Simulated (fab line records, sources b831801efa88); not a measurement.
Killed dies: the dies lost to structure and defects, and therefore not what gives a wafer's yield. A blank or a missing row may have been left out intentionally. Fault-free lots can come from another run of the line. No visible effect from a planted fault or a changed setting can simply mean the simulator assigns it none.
Which tool was responsible? || flow gf180mcu || 6 lots, 18 wafers sampled, at 3 steps of a route of 602

WHAT EACH GAUGE READ, for each wafer
GF_V4_THK_MEAS_01.
{"lot": "L606", "measured": "day 24 04:00", "on": "film-metro-01", "V4_CVD_00_THK (nm)": "599 596 606"}
{"lot": "L608", "measured": "day 24 23:42", "on": "film-metro-02", "V4_CVD_00_THK (nm)": "595 591 594"}
{"lot": "L610", "measured": "day 25 11:26", "on": "film-metro-02", "V4_CVD_00_THK (nm)": "604 616 609"}
{"lot": "L619", "measured": "day 28 08:56", "on": "film-metro-01", "V4_CVD_00_THK (nm)": "511 601 599"}
{"lot": "L625", "measured": "day 30 02:36", "on": "film-metro-04", "V4_CVD_00_THK (nm)": "605 609 604"}
{"lot": "L627", "measured": "day 30 14:25", "on": "film-metro-01", "V4_CVD_00_THK (nm)": "611 607 612"}

WHAT TOOL EACH LOT RAN ON (gives the tool, then ch and the chambers of the sampled wafers, and finally the start)
{"lot": "L606", "GF_V3_ETCH_16": "rie-diel-02 ch 0,1,3, day 23 03:01", "GF_V4_CVD_00": "hdpcvd-01 ch 0,1,2, day 24 03:56"}
{"lot": "L608", "GF_V3_ETCH_16": "rie-diel-03 ch 1,2, day 23 23:34", "GF_V4_CVD_00": "hdpcvd-01 ch 0,1,2, day 24 23:37"}
{"lot": "L610", "GF_V3_ETCH_16": "rie-diel-03 ch 0,1,2, day 24 10:55", "GF_V4_CVD_00": "hdpcvd-02 ch 0,1,2, day 25 11:21"}
{"lot": "L619", "GF_V3_ETCH_16": "rie-diel-04 ch 1,2,3, day 27 10:13", "GF_V4_CVD_00": "hdpcvd-02 ch 0,1,2, day 28 08:52"}
{"lot": "L625", "GF_V3_ETCH_16": "rie-diel-04 ch 2,3, day 29 05:31", "GF_V4_CVD_00": "hdpcvd-01 ch 0,2, day 30 02:32"}
{"lot": "L627", "GF_V3_ETCH_16": "rie-diel-04 ch 0,3, day 29 17:22", "GF_V4_CVD_00": "hdpcvd-01 ch 0,1,2, day 30 14:19"}
- GF_V3_ETCH_16: etches BARC in N2/H2.
- GF_V4_CVD_00: deposits SiO2, target thk 600 nm, time 100 s.

THE ANSWER, worked out from the rows above alone
Rule: usual is defined by the lots themselves. Put in order of their means at a reading, lots are off if they are a third of the lots or fewer, leave a main group of 4 or more, and stand apart from it by a gap of 3 or more times the standard deviation of the main group's means; of several such gaps the widest counts. A main group whose means are all the same, to the digits that the tables above print for the reading, isn't used. A lot without any number at a reading at which 4 lots or more have one is off too. Where the step has rows for the other lots, those lots are counted as sound.
Off: at GF_V4_THK_MEAS_01 (V4_CVD_00_THK), L619. The main group has a mean of 604 nm with a standard deviation of 6.3.
A tool fits if, at a process step before that reading, it ran every lot that is off, and no sound lot after the first of them. The gauges at GF_V4_THK_MEAS_01 are tried like those tools. One fits: hdpcvd-02 at GF_V4_CVD_00. A fault onset in the window from L610 (day 25 11:21, its last sound lot) to L619 (day 28 08:52, its first lot off) fits.

WHAT THE SIMULATOR HAD PUT IN
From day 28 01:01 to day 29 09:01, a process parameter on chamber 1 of hdpcvd-02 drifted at GF_V4_CVD_00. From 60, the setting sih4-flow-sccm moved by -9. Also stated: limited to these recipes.
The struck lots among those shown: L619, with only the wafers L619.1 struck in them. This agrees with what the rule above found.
